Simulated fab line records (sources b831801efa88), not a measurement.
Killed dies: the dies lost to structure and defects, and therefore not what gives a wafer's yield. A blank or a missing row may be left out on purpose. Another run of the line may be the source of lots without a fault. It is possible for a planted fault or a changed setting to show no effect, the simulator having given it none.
fab line records | flow sky130 | part 1 of 2: steps 1 to 24 of 35
[record] lots = 5 | wafers = 15 | last_day = 49
route steps=708 shown METAL4@624 VIA4@639
lots that met no fault: from a run of the same line without faults
start_h: the number of hours between the record's first day and the start of the first shown wafer of the lot | wait_h: how many hours have passed since the lot's step before this one | " as in the row above | L1.1+2: one row covering several wafers at once | - no value present, or no start provided | * or withheld: withheld | < > ~ a bound
route shown NAME@n: names a module that has steps shown in the file, with the first one's number in the route | usual: the fault-free wafers' mean and standard deviation | same: alike in all rows | chamber/n: place in a boat | sites: the reading at each site | _std_site: standard deviation of those values | _edge_site: the outer-site mean with the inner-site mean subtracted | radius_mm: how far each site lies from the wafer's centre | mask NAME#n: copy n | behind: the tool/chamber that last shaped the wafer | hold: reason for holding the lot/hours on hold/outcome of the hold | device: which transistor (n, p or np) failed to switch | end of line: the route-end tests of the same wafers | a step with no rows: only its recipe | killed: dies that structure and defects cost at the first sort, which is not the same as the wafer's yield | map: a wafer's dies, marking killed ones x, the rest . and places with no die _
set.NAME: the setting that was run; set.NAME@STEP: the one run at that earlier step | model.NAME: the simulator's own value behind a step, which no gauge read
certain route steps with their lots: each step a table, each wafer a row
services: when a tool's chamber went out of use (start_h, in hours from the record's first day, below 0 if earlier), for how many hours, and the reason
[[steps]]
[step SKY_METAL4_COAT_08]
[recipe] resist = KrF-thick | spin_rpm = 3000 | resist_thk_nm = 1140
[usual] chill_plate_temp_C = 23.00/0.11
lot.wafer | tool           | chamber | start_h | wait_h | chill_plate_temp_C
L074.2    | litho_track-02 | 0       | -       | -      | 23.02
L074.3    | "              | 0       | "       | "      | 22.89
L074.5    | "              | 0       | "       | "      | 22.93
L077.1    | litho_track-04 | 0       | -       | -      | 22.86
L077.2    | "              | 0       | "       | "      | 22.95
L077.6    | "              | 0       | "       | "      | 23.13
L082.1    | litho_track-02 | 0       | -       | -      | 23.06
L082.3    | "              | 0       | "       | "      | 23.02
L082.4    | "              | 0       | "       | "      | 23.18
L092.1    | litho_track-03 | 0       | -       | -      | 23.01
L092.5    | "              | 0       | "       | "      | 23.01
L092.6    | "              | 0       | "       | "      | 23.02
L094.1    | litho_track-03 | 0       | -       | -      | 23.05
L094.4    | "              | 0       | "       | "      | 22.95
L094.6    | "              | 0       | "       | "      | 23.04
[step SKY_METAL4_SOFTBAKE_09]
[recipe] temp_c = 100 | time_s = 90 | resist = KrF-thick
[usual] chill_plate_temp_C = 22.97/0.11
lot.wafer | tool           | chamber | start_h | wait_h | chill_plate_temp_C
L074.2    | litho_track-02 | 0       | -       | -      | 23.00
L074.3    | "              | 0       | "       | "      | 22.97
L074.5    | "              | 0       | "       | "      | 23.10
L077.1    | litho_track-04 | 0       | -       | -      | 23.20
L077.2    | "              | 0       | "       | "      | 23.07
L077.6    | "              | 0       | "       | "      | 23.12
L082.1    | litho_track-02 | 0       | -       | -      | 22.96
L082.3    | "              | 0       | "       | "      | 23.00
L082.4    | "              | 0       | "       | "      | 23.01
L092.1    | litho_track-03 | 0       | -       | -      | 22.89
L092.5    | "              | 0       | "       | "      | 22.81
L092.6    | "              | 0       | "       | "      | 22.94
L094.1    | litho_track-03 | 0       | -       | -      | 22.90
L094.4    | "              | 0       | "       | "      | 22.97
L094.6    | "              | 0       | "       | "      | 23.02
[step SKY_METAL4_EXPOSE_10]
[recipe] mask_id = MM4 | na = 0.68 | source_shape = annular | sigma_inner = 0.4 | sigma_outer = 0.8 | target_cd_nm = 300 | dose_mj = 28
[usual] exposure_dose_mJ_cm2 = 27.95/0.039 | focus_offset_nm = 0.1/0.56
lot.wafer | tool           | chamber | start_h | wait_h | mask  | exposure_dose_mJ_cm2 | focus_offset_nm
L074.2    | krf_scanner-01 | 0       | -       | -      | MM4#0 | 27.91                | 0.1
L074.3    | "              | 0       | "       | "      | MM4#0 | 27.92                | 0.2
L074.5    | "              | 0       | "       | "      | MM4#0 | 27.91                | 0.0
L077.1    | krf_scanner-01 | 0       | -       | -      | MM4#0 | 27.90                | -0.4
L077.2    | "              | 0       | "       | "      | MM4#0 | 27.95                | 0.2
L077.6    | "              | 0       | "       | "      | MM4#0 | 27.95                | -0.3
L082.1    | krf_scanner-02 | 0       | -       | -      | MM4#0 | 27.98                | 0.5
L082.3    | "              | 0       | "       | "      | MM4#0 | 28.01                | 0.7
L082.4    | "              | 0       | "       | "      | MM4#0 | 28.00                | 0.5
L092.1    | krf_scanner-01 | 0       | -       | -      | MM4#0 | 27.91                | 0.2
L092.5    | "              | 0       | "       | "      | MM4#0 | 27.92                | -0.6
L092.6    | "              | 0       | "       | "      | MM4#0 | 27.91                | -0.5
L094.1    | krf_scanner-02 | 0       | -       | -      | MM4#0 | 27.99                | -0.3
L094.4    | "              | 0       | "       | "      | MM4#0 | 27.96                | -0.3
L094.6    | "              | 0       | "       | "      | MM4#0 | 27.98                | 0.0
[step SKY_METAL4_PEB_11]
[recipe] peb_temp_c = withheld | peb_time_s = withheld | resist = KrF-thick
[usual] chill_plate_temp_C = *
lot.wafer | tool           | chamber | start_h | wait_h | chill_plate_temp_C
L074.2    | litho_track-03 | 0       | -       | -      | *
L074.3    | "              | 0       | "       | "      | *
L074.5    | "              | 0       | "       | "      | *
L077.1    | litho_track-03 | 0       | -       | -      | *
L077.2    | "              | 0       | "       | "      | *
L077.6    | "              | 0       | "       | "      | *
L082.1    | litho_track-04 | 0       | -       | -      | *
L082.3    | "              | 0       | "       | "      | *
L082.4    | "              | 0       | "       | "      | *
L092.1    | litho_track-02 | 0       | -       | -      | *
L092.5    | "              | 0       | "       | "      | *
L092.6    | "              | 0       | "       | "      | *
L094.1    | litho_track-02 | 0       | -       | -      | *
L094.4    | "              | 0       | "       | "      | *
L094.6    | "              | 0       | "       | "      | *
[step SKY_METAL4_DEVELOP_12]
[recipe] develop_time_s = 60 | resist = KrF-thick | dev_temp_c = 21
[usual] chill_plate_temp_C = 22.99/0.1
lot.wafer | tool           | chamber | start_h | wait_h | chill_plate_temp_C
L074.2    | litho_track-03 | 0       | -       | -      | 23.16
L074.3    | "              | 0       | "       | "      | 23.05
L074.5    | "              | 0       | "       | "      | 23.16
L077.1    | litho_track-03 | 0       | -       | -      | 22.85
L077.2    | "              | 0       | "       | "      | 23.10
L077.6    | "              | 0       | "       | "      | 22.99
L082.1    | litho_track-04 | 0       | -       | -      | 22.90
L082.3    | "              | 0       | "       | "      | 22.95
L082.4    | "              | 0       | "       | "      | 22.89
L092.1    | litho_track-02 | 0       | -       | -      | 23.04
L092.5    | "              | 0       | "       | "      | 23.15
L092.6    | "              | 0       | "       | "      | 23.09
L094.1    | litho_track-02 | 0       | -       | -      | 22.85
L094.4    | "              | 0       | "       | "      | 23.01
L094.6    | "              | 0       | "       | "      | 23.04
[step SKY_METAL4_CD_MEAS_13]
[recipe] target_cd_nm = 300
[usual] cd_nm = 299.4/1.3
lot.wafer | tool      | chamber | start_h | wait_h | cd_nm
L074.2    | cd_sem-02 | -       | 991.69  | -      | 299.3
L074.3    | "         | -       | "       | "      | 298.6
L074.5    | "         | -       | "       | "      | 299.4
L077.1    | cd_sem-02 | -       | 1014.27 | -      | 300.2
L077.2    | "         | -       | "       | "      | 299.8
L077.6    | "         | -       | "       | "      | 300.5
L082.1    | cd_sem-01 | -       | 1035.58 | -      | 300.7
L082.3    | "         | -       | "       | "      | 299.5
L082.4    | "         | -       | "       | "      | 301.5
L092.1    | cd_sem-01 | -       | 1090.06 | -      | 298.6
L092.5    | "         | -       | "       | "      | 297.9
L092.6    | "         | -       | "       | "      | 298.3
L094.1    | cd_sem-01 | -       | 1100.96 | -      | 297.8
L094.4    | "         | -       | "       | "      | 298.5
L094.6    | "         | -       | "       | "      | 298.5
[step SKY_METAL4_OVL_MEAS_14]
[usual] METAL4_OVL = 3/6.2
lot.wafer | tool       | chamber | start_h | wait_h | METAL4_OVL[nm]
L074.2    | overlay-02 | -       | 991.80  | 0.1    | 7
L074.3    | "          | -       | "       | "      | -8
L074.5    | "          | -       | "       | "      | -10
L077.1    | overlay-02 | -       | 1014.39 | 0.1    | 6
L077.2    | "          | -       | "       | "      | 7
L077.6    | "          | -       | "       | "      | 1
L082.1    | overlay-02 | -       | 1035.70 | 0.1    | 5
L082.3    | "          | -       | "       | "      | 4
L082.4    | "          | -       | "       | "      | 0
L092.1    | overlay-01 | -       | 1090.18 | 0.1    | 0
L092.5    | "          | -       | "       | "      | 2
L092.6    | "          | -       | "       | "      | 14
L094.1    | overlay-01 | -       | 1101.08 | 0.1    | 7
L094.4    | "          | -       | "       | "      | 8
L094.6    | "          | -       | "       | "      | 8
[step SKY_METAL4_DESCUM_15]
[recipe] chemistry = O2 | source_power_w = 150 | bias_power_w = 0 | pressure_mtorr = 10 | temp_c = 40 | time_s = 8
[usual] drypump_motor_current_A = 5.7/0.56 | oes_product_au = 1.002/0.012
lot.wafer | tool         | chamber | start_h | wait_h | drypump_motor_current_A | oes_product_au | rf_hours_counter_h
L074.2    | rie_metal-04 | 0       | 991.83  | 0.0    | 5.0                     | 0.998          | 2
L074.3    | "            | 1       | "       | "      | 6.1                     | 1.003          | -
L074.5    | "            | 1       | "       | "      | 6.1                     | 0.996          | -
L077.1    | rie_metal-03 | 0       | 1014.43 | 0.0    | 5.3                     | 1.006          | 5
L077.2    | "            | 1       | "       | "      | 5.6                     | 1.037          | 10
L077.6    | "            | 0       | "       | "      | 5.3                     | 1.010          | -
L082.1    | rie_metal-01 | 1       | 1035.74 | 0.0    | 6.6                     | 1.011          | 20
L082.3    | "            | 1       | "       | "      | 6.6                     | 1.009          | -
L082.4    | "            | 1       | "       | "      | 6.5                     | 1.005          | -
L092.1    | rie_metal-01 | 0       | 1090.22 | 0.0    | 5.6                     | 0.995          | 19
L092.5    | "            | 1       | "       | "      | 6.5                     | 1.021          | -
L092.6    | "            | 0       | "       | "      | 5.6                     | 0.992          | -
L094.1    | rie_metal-03 | 1       | 1101.12 | 0.0    | 5.6                     | 1.030          | 17
L094.4    | "            | 1       | "       | "      | 5.6                     | 1.050          | -
L094.6    | "            | 0       | "       | "      | 5.3                     | 1.011          | -
[step SKY_METAL4_ETCH_16]
[recipe] chemistry = N2/H2 | target = BARC | ion_energy_ev = 200 | bias_w = 100 | pressure_mtorr = 30 | n2_flow_sccm = 100 | h2_flow_sccm = 200 | icp_w = 500 | stop_on = SiO2 | time_s = 88.2 | target_depth_a = 600
[usual] drypump_motor_current_A = 5.7/0.56 | oes_product_au = 0.625/0.0043 | throttle_valve_pct = 13.205/0.0095
lot.wafer | tool         | chamber | start_h | wait_h | drypump_motor_current_A | oes_product_au | rf_hours_counter_h | throttle_valve_pct
L074.2    | rie_metal-04 | 0       | 991.86  | 0.0    | 5.0                     | 0.621          | 2                  | 13.197
L074.3    | "            | 1       | "       | "      | 6.1                     | 0.626          | -                  | 13.201
L074.5    | "            | 1       | "       | "      | 6.1                     | 0.620          | -                  | 13.194
L077.1    | rie_metal-03 | 0       | 1014.46 | 0.0    | 5.3                     | 0.628          | 5                  | 13.212
L077.2    | "            | 1       | "       | "      | 5.6                     | 0.628          | 10                 | 13.204
L077.6    | "            | 0       | "       | "      | 5.3                     | 0.622          | -                  | 13.207
L082.1    | rie_metal-01 | 1       | 1035.80 | 0.1    | 6.6                     | 0.627          | 20                 | 13.192
L082.3    | "            | 1       | "       | "      | 6.6                     | 0.628          | -                  | 13.204
L082.4    | "            | 1       | "       | "      | 6.6                     | 0.624          | -                  | 13.222
L092.1    | rie_metal-01 | 0       | 1090.25 | 0.0    | 5.6                     | 0.629          | 19                 | 13.211
L092.5    | "            | 1       | "       | "      | 6.6                     | 0.630          | -                  | 13.219
L092.6    | "            | 0       | "       | "      | 5.6                     | 0.624          | -                  | 13.195
L094.1    | rie_metal-03 | 1       | 1101.15 | 0.0    | 5.6                     | 0.628          | 17                 | 13.193
L094.4    | "            | 1       | "       | "      | 5.6                     | 0.626          | -                  | 13.208
L094.6    | "            | 0       | "       | "      | 5.3                     | 0.630          | -                  | 13.186
[step SKY_METAL4_ETCH_17]
[recipe] target = SiO2 | stop_on = TiN | chemistry = C4F8/O2/Ar | source_w = 1500 | bias_w = 1200 | pressure_mtorr = 40 | c4f8_flow_sccm = withheld | O2_flow_sccm = 6 | Ar_flow_sccm = 300 | time_s = 3.9 | target_depth_a = 150
[usual] oes_product_au = 0.756/0.0084
lot.wafer | tool        | chamber | start_h | wait_h | oes_product_au | rf_hours_counter_h
L074.2    | rie_diel-03 | 0       | 991.96  | 0.1    | 0.764          | 15
L074.3    | "           | 3       | "       | "      | 0.756          | 25
L074.5    | "           | 1       | "       | "      | 0.755          | -
L077.1    | rie_diel-03 | 0       | 1014.56 | 0.1    | 0.756          | 16
L077.2    | "           | 3       | "       | "      | 0.767          | 26
L077.6    | "           | 2       | "       | "      | 0.766          | -
L082.1    | rie_diel-01 | 3       | 1036.00 | 0.2    | 0.749          | 19
L082.3    | "           | 2       | "       | "      | 0.757          | 20
L082.4    | "           | 0       | "       | "      | 0.749          | 25
L092.1    | rie_diel-04 | 1       | 1090.35 | 0.1    | 0.754          | 7
L092.5    | "           | 0       | "       | "      | 0.756          | -
L092.6    | "           | 3       | "       | "      | 0.758          | -
L094.1    | rie_diel-01 | 3       | 1101.25 | 0.1    | 0.748          | 21
L094.4    | "           | 1       | "       | "      | 0.742          | 4
L094.6    | "           | 0       | "       | "      | 0.750          | -
[step SKY_METAL4_METAL_ETCH_18]
[recipe] target_depth_a = 8450 | stop_on = SiO2 | over_etch_frac = 0.3 | time_s = 183.1 | chemistry = Cl2/BCl3 | resist_sidewall_deg = 88 | pressure_mtorr = 10 | icp_w = 900 | bias_w = 48.5 | Cl2_flow_sccm = 60 | bcl3_flow_sccm = 30
[usual] bcl3_flow_sccm = 30.00/0.088 | drypump_motor_current_A = 5.6/0.43 | oes_product_au = 0.864/0.0069 | throttle_valve_pct = 22.264/0.0089
lot.wafer | tool         | chamber | start_h | wait_h | bcl3_flow_sccm | drypump_motor_current_A | oes_product_au | rf_hours_counter_h | throttle_valve_pct
L074.2    | rie_metal-01 | 0       | 991.97  | 0.0    | 29.97          | 5.6                     | 0.865          | 12                 | 22.265
L074.3    | "            | 1       | "       | "      | 29.80          | 6.6                     | 0.861          | -                  | 22.265
L074.5    | "            | 1       | "       | "      | 29.88          | 6.5                     | 0.865          | -                  | 22.273
L077.1    | rie_metal-04 | 1       | 1014.57 | 0.0    | 30.08          | 6.1                     | 0.859          | 6                  | 22.272
L077.2    | "            | 0       | "       | "      | 30.12          | 5.0                     | 0.849          | 3                  | 22.267
L077.6    | "            | 1       | "       | "      | 30.17          | 6.1                     | 0.860          | -                  | 22.273
L082.1    | rie_metal-04 | 1       | 1036.02 | 0.0    | 29.98          | 6.1                     | 0.857          | 8                  | 22.271
L082.3    | "            | 0       | "       | "      | 30.02          | 5.0                     | 0.874          | -                  | 22.264
L082.4    | "            | 1       | "       | "      | 29.93          | 6.1                     | 0.864          | -                  | 22.279
L092.1    | rie_metal-03 | 0       | 1090.37 | 0.0    | 29.92          | 5.3                     | 0.850          | 11                 | 22.258
L092.5    | "            | 1       | "       | "      | 30.11          | 5.6                     | 0.862          | -                  | 22.256
L092.6    | "            | 0       | "       | "      | 30.10          | 5.3                     | 0.851          | -                  | 22.252
L094.1    | rie_metal-01 | 1       | 1101.27 | 0.0    | 29.94          | 6.5                     | 0.871          | 26                 | 22.254
L094.4    | "            | 0       | "       | "      | 29.89          | 5.6                     | 0.858          | -                  | 22.249
L094.6    | "            | 1       | "       | "      | 29.97          | 6.5                     | 0.869          | -                  | 22.254
[step SKY_METAL4_STRIP_19]
[recipe] chemistry = O2/N2 | power_w = 1400 | pressure_mtorr = 1500 | platen_temp_c = withheld | o2_flow_sccm = 3000 | n2_flow_sccm = 300 | overash_fraction = 0.5
[usual] drypump_motor_current_A = 5.6/0.35 | oes_product_au = 0.497/0.0072 | strip_time_to_endpoint_s = 6.40/0.13
lot.wafer | tool            | chamber | start_h | wait_h | drypump_motor_current_A | oes_product_au | rf_hours_counter_h | strip_time_to_endpoint_s
L074.2    | plasma_asher-03 | 1       | 992.15  | 0.1    | 5.9                     | 0.502          | 123                | 6.45
L074.3    | "               | 1       | "       | "      | 5.9                     | 0.506          | -                  | 6.41
L074.5    | "               | 0       | "       | "      | 5.1                     | 0.491          | -                  | 6.37
L077.1    | plasma_asher-02 | 1       | 1014.75 | 0.1    | 6.0                     | 0.508          | 57                 | 6.57
L077.2    | "               | 0       | "       | "      | 5.4                     | 0.499          | 57                 | 6.55
L077.6    | "               | 0       | "       | "      | 5.4                     | 0.502          | -                  | 6.54
L082.1    | plasma_asher-04 | 1       | 1036.20 | 0.1    | 5.9                     | 0.510          | 28                 | 6.62
L082.3    | "               | 1       | "       | "      | 5.9                     | 0.505          | -                  | 6.53
L082.4    | "               | 0       | "       | "      | 5.4                     | 0.500          | -                  | 6.58
L092.1    | plasma_asher-04 | 1       | 1090.55 | 0.1    | 5.9                     | 0.492          | 34                 | 6.53
L092.5    | "               | 0       | "       | "      | 5.4                     | 0.493          | -                  | 6.23
L092.6    | "               | 1       | "       | "      | 5.9                     | 0.502          | -                  | 6.50
L094.1    | plasma_asher-02 | 0       | 1101.45 | 0.1    | 5.4                     | 0.492          | 67                 | 6.26
L094.4    | "               | 1       | "       | "      | 6.0                     | 0.494          | -                  | 6.45
L094.6    | "               | 0       | "       | "      | 5.4                     | 0.495          | -                  | 6.35
[step SKY_METAL4_STRIP_20]
[recipe] chemistry = post_etch_residue_remover | time_s = 1200 | temp_c = 72.5
lot.wafer  | tool         | chamber | start_h | wait_h
L074.2+3+5 | wet_bench-02 | 1       | 992.25  | 0.1
L077.1+2+6 | wet_bench-03 | 1       | 1014.85 | 0.1
L082.1+3+4 | wet_bench-02 | 0       | 1036.30 | 0.1
L092.1+5+6 | wet_bench-02 | 2       | 1090.65 | 0.1
L094.1+4+6 | wet_bench-03 | 2       | 1101.55 | 0.1
[step SKY_METAL4_CLEAN_21]
[recipe] chemistry = IPA | time_s = 180 | temp_c = 25
lot.wafer  | tool         | chamber | start_h | wait_h
L074.2+3+5 | wet_bench-03 | 2       | 992.63  | 0.0
L077.1+2+6 | wet_bench-01 | 1       | 1015.19 | 0.0
L082.1+3+4 | wet_bench-03 | 3       | 1036.64 | 0.0
L092.1+5+6 | wet_bench-03 | 2       | 1090.99 | 0.0
L094.1+4+6 | wet_bench-01 | 1       | 1101.89 | 0.0
[step SKY_METAL4_CLEAN_22]
[recipe] chemistry = O3/DIW | dry = n2_spin
lot.wafer  | tool         | chamber | start_h | wait_h
L074.2+3+5 | wet_bench-01 | 0       | 992.69  | 0.0
L077.1+2+6 | wet_bench-02 | 2       | 1015.25 | 0.0
L082.1+3+4 | wet_bench-03 | 3       | 1036.70 | 0.0
L092.1+5+6 | wet_bench-03 | 1       | 1091.05 | 0.0
L094.1+4+6 | wet_bench-03 | 0       | 1101.95 | 0.0
[step SKY_VIA4_HDPCVD_00]
[recipe] material = SiO2 | target_thk_nm = 1750 | sigma_open_frac = 0.3 | time_s = 291.7 | temp_c = 400 | sih4_flow_sccm = 60 | pressure_mtorr = 6
lot.wafer  | tool      | chamber | start_h | wait_h
L074.2+3+5 | hdpcvd-02 | 2,0,2   | 992.79  | 0.0
L077.1+2+6 | hdpcvd-02 | 0,1,0   | 1015.34 | 0.0
L082.1+3+4 | hdpcvd-01 | 0,2,0   | 1036.79 | 0.0
L092.1+5+6 | hdpcvd-02 | 2,2,0   | 1091.15 | 0.0
L094.1+4+6 | hdpcvd-01 | 2,2,1   | 1102.04 | 0.0
[step SKY_VIA4_THK_MEAS_01]
[recipe] reads = SiO2_of_VIA4_HDPCVD_00
[usual] VIA4_HDPCVD_THK = 1743/24
lot.wafer | tool          | chamber | start_h | wait_h | VIA4_HDPCVD_THK[nm]
L074.2    | film_metro-02 | -       | 992.98  | 0.1    | 1771
L074.3    | "             | -       | "       | "      | 1702
L074.5    | "             | -       | "       | "      | 1768
L077.1    | film_metro-01 | -       | 1015.52 | 0.1    | 1696
L077.2    | "             | -       | "       | "      | 1763
L077.6    | "             | -       | "       | "      | 1697
L082.1    | film_metro-03 | -       | 1036.97 | 0.1    | 1773
L082.3    | "             | -       | "       | "      | 1752
L082.4    | "             | -       | "       | "      | 1770
L092.1    | film_metro-01 | -       | 1091.33 | 0.1    | 1749
L092.5    | "             | -       | "       | "      | 1738
L092.6    | "             | -       | "       | "      | 1708
L094.1    | film_metro-02 | -       | 1102.22 | 0.1    | 1737
L094.4    | "             | -       | "       | "      | 1727
L094.6    | "             | -       | "       | "      | 1704
[step SKY_VIA4_CMP_02]
[recipe] material = SiO2 | down_force_psi = 4 | platen_rpm = 60 | pad_velocity_m_s = 0.94248
[usual] motor_current_A = 12.0/1.2 | slurry_flow_ml_min = 149.9/0.49
lot.wafer | tool   | chamber | start_h | wait_h | motor_current_A | slurry_flow_ml_min
L074.2    | cmp-01 | 2       | 993.03  | 0.0    | 11.1            | 150.2
L074.3    | "      | 3       | "       | "      | 11.7            | 149.9
L074.5    | "      | 3       | "       | "      | 11.9            | 149.7
L077.2    | cmp-02 | 2       | 1015.58 | 0.0    | 13.1            | 150.3
L077.1    | "      | 0       | "       | "      | 11.7            | 149.6
L077.6    | "      | 2       | "       | "      | 14.0            | 150.0
L082.1    | cmp-01 | 1       | 1037.08 | 0.1    | 11.8            | 150.6
L082.3    | "      | 2       | "       | "      | 10.8            | 149.6
L082.4    | "      | 3       | "       | "      | 11.7            | 150.4
L092.1    | cmp-01 | 0       | 1091.44 | 0.1    | 10.3            | 150.7
L092.5    | "      | 3       | "       | "      | 12.0            | 149.0
L092.6    | "      | 0       | "       | "      | 10.3            | 150.4
L094.1    | cmp-01 | 1       | 1102.33 | 0.1    | 11.7            | 150.3
L094.4    | "      | 2       | "       | "      | 11.4            | 149.6
L094.6    | "      | 0       | "       | "      | 10.4            | 149.7
[step SKY_VIA4_BOW_MEAS_03]
[recipe] mode = bow
[usual] VIA4_BOW = 82/8.3
lot.wafer | tool          | chamber | start_h | wait_h | VIA4_BOW[um]
L074.2    | film_metro-03 | -       | 993.35  | 0.3    | 79
L074.3    | "             | -       | "       | "      | 83
L074.5    | "             | -       | "       | "      | 84
L077.1    | film_metro-03 | -       | 1015.88 | 0.1    | 68
L077.2    | "             | -       | "       | "      | 84
L077.6    | "             | -       | "       | "      | 78
L082.1    | film_metro-03 | -       | 1037.33 | 0.2    | 89
L082.3    | "             | -       | "       | "      | 78
L082.4    | "             | -       | "       | "      | 80
L092.1    | film_metro-01 | -       | 1091.69 | 0.2    | 79
L092.5    | "             | -       | "       | "      | 84
L092.6    | "             | -       | "       | "      | 76
L094.1    | film_metro-02 | -       | 1102.58 | 0.2    | 69
L094.4    | "             | -       | "       | "      | 93
L094.6    | "             | -       | "       | "      | 85
[step SKY_VIA4_DEHYDRATE_04]
[recipe] temp_c = 200 | time_s = 60
[usual] chill_plate_temp_C = 22.98/0.1
lot.wafer | tool           | chamber | start_h | wait_h | chill_plate_temp_C
L074.2    | litho_track-01 | 0       | 1005.21 | 11.8   | 22.97
L074.3    | "              | 0       | "       | "      | 22.99
L074.5    | "              | 0       | "       | "      | 22.97
L077.1    | litho_track-01 | 0       | 1026.74 | 10.8   | 22.90
L077.2    | "              | 0       | "       | "      | 22.95
L077.6    | "              | 0       | "       | "      | 22.95
L082.1    | litho_track-02 | 0       | 1048.06 | 10.7   | 23.14
L082.3    | "              | 0       | "       | "      | 23.01
L082.4    | "              | 0       | "       | "      | 22.98
L092.1    | litho_track-04 | 0       | 1100.68 | 9.0    | 22.96
L092.5    | "              | 0       | "       | "      | 23.02
L092.6    | "              | 0       | "       | "      | 22.85
L094.1    | litho_track-04 | 0       | 1112.43 | 9.8    | 22.99
L094.4    | "              | 0       | "       | "      | 22.96
L094.6    | "              | 0       | "       | "      | 23.04
[step SKY_VIA4_HMDS_05]
[recipe] prime_time_s = 60 | prime_temp_c = 120
[usual] chill_plate_temp_C = 23.03/0.1 | prime_temp_c = 119.98/0.14
lot.wafer | tool           | chamber | start_h | wait_h | chill_plate_temp_C | prime_temp_c
L074.2    | litho_track-01 | 0       | 1005.36 | 0.1    | 23.08              | 119.92
L074.3    | "              | 0       | "       | "      | 23.16              | 119.75
L074.5    | "              | 0       | "       | "      | 22.91              | 119.94
L077.1    | litho_track-01 | 0       | 1026.89 | 0.1    | 23.07              | 120.10
L077.2    | "              | 0       | "       | "      | 23.07              | 120.18
L077.6    | "              | 0       | "       | "      | 23.20              | 120.22
L082.1    | litho_track-02 | 0       | 1048.21 | 0.1    | 22.80              | 119.78
L082.3    | "              | 0       | "       | "      | 22.99              | 119.84
L082.4    | "              | 0       | "       | "      | 22.98              | 119.82
L092.1    | litho_track-04 | 0       | 1100.83 | 0.1    | 23.23              | 120.10
L092.5    | "              | 0       | "       | "      | 23.07              | 120.07
L092.6    | "              | 0       | "       | "      | 23.10              | 120.17
L094.1    | litho_track-04 | 0       | 1112.58 | 0.1    | 22.98              | 120.04
L094.4    | "              | 0       | "       | "      | 23.07              | 120.08
L094.6    | "              | 0       | "       | "      | 23.18              | 120.12
[step SKY_VIA4_COAT_06]
[recipe] resist = NOVOLAK | spin_rpm = 3000 | resist_thk_nm = 1140
[usual] chill_plate_temp_C = 22.98/0.1
lot.wafer | tool           | chamber | start_h | wait_h | chill_plate_temp_C
L074.2    | litho_track-01 | 0       | 1005.51 | 0.1    | 23.10
L074.3    | "              | 0       | "       | "      | 22.96
L074.5    | "              | 0       | "       | "      | 23.06
L077.1    | litho_track-01 | 0       | 1027.04 | 0.1    | 23.13
L077.2    | "              | 0       | "       | "      | 23.12
L077.6    | "              | 0       | "       | "      | 23.24
L082.1    | litho_track-02 | 0       | 1048.36 | 0.1    | 22.92
L082.3    | "              | 0       | "       | "      | 23.03
L082.4    | "              | 0       | "       | "      | 23.11
L092.1    | litho_track-04 | 0       | 1100.98 | 0.1    | 23.04
L092.5    | "              | 0       | "       | "      | 23.08
L092.6    | "              | 0       | "       | "      | 23.04
L094.1    | litho_track-04 | 0       | 1112.73 | 0.1    | 22.97
L094.4    | "              | 0       | "       | "      | 22.94
L094.6    | "              | 0       | "       | "      | 22.89
[step SKY_VIA4_SOFTBAKE_07]
[recipe] temp_c = 90 | time_s = 60 | resist = NOVOLAK
[usual] chill_plate_temp_C = 23.00/0.11
lot.wafer | tool           | chamber | start_h | wait_h | chill_plate_temp_C
L074.2    | litho_track-01 | 0       | 1005.66 | 0.1    | 22.95
L074.3    | "              | 0       | "       | "      | 22.95
L074.5    | "              | 0       | "       | "      | 22.95
L077.1    | litho_track-01 | 0       | 1027.19 | 0.1    | 22.84
L077.2    | "              | 0       | "       | "      | 23.00
L077.6    | "              | 0       | "       | "      | 22.81
L082.1    | litho_track-02 | 0       | 1048.51 | 0.1    | 22.86
L082.3    | "              | 0       | "       | "      | 23.05
L082.4    | "              | 0       | "       | "      | 23.04
L092.1    | litho_track-04 | 0       | 1101.13 | 0.1    | 22.97
L092.5    | "              | 0       | "       | "      | 22.97
L092.6    | "              | 0       | "       | "      | 23.01
L094.1    | litho_track-04 | 0       | 1112.88 | 0.1    | 23.00
L094.4    | "              | 0       | "       | "      | 23.01
L094.6    | "              | 0       | "       | "      | 22.86
[step SKY_VIA4_EXPOSE_08]
[recipe] mask_id = VIM4 | na = 0.6 | source_shape = conventional | sigma_outer = 0.6 | polarization = unpolarized | target_cd_nm = 800 | dose_mj = 132
[usual] exposure_dose_mJ_cm2 = 132.01/0.13 | focus_offset_nm = -0.1/0.53
lot.wafer | tool             | chamber | start_h | wait_h | mask   | exposure_dose_mJ_cm2 | focus_offset_nm
L074.2    | iline_stepper-01 | 0       | -       | -      | VIM4#0 | 132.04               | -0.5
L074.3    | "                | 0       | "       | "      | VIM4#0 | 131.89               | 0.0
L074.5    | "                | 0       | "       | "      | VIM4#0 | 131.98               | -0.9
L077.1    | iline_stepper-01 | 0       | -       | -      | VIM4#0 | 132.09               | -0.1
L077.2    | "                | 0       | "       | "      | VIM4#0 | 132.00               | 0.5
L077.6    | "                | 0       | "       | "      | VIM4#0 | 132.13               | 0.1
L082.1    | iline_stepper-01 | 0       | -       | -      | VIM4#0 | 132.15               | 0.7
L082.3    | "                | 0       | "       | "      | VIM4#0 | 132.09               | 1.1
L082.4    | "                | 0       | "       | "      | VIM4#0 | 132.22               | 0.6
L092.1    | iline_stepper-01 | 0       | -       | -      | VIM4#0 | 131.87               | 0.0
L092.5    | "                | 0       | "       | "      | VIM4#0 | 131.90               | 0.2
L092.6    | "                | 0       | "       | "      | VIM4#0 | 131.90               | -0.2
L094.1    | iline_stepper-02 | 0       | -       | -      | VIM4#0 | 131.72               | -0.1
L094.4    | "                | 0       | "       | "      | VIM4#0 | 131.82               | 0.2
L094.6    | "                | 0       | "       | "      | VIM4#0 | 132.01               | 0.9
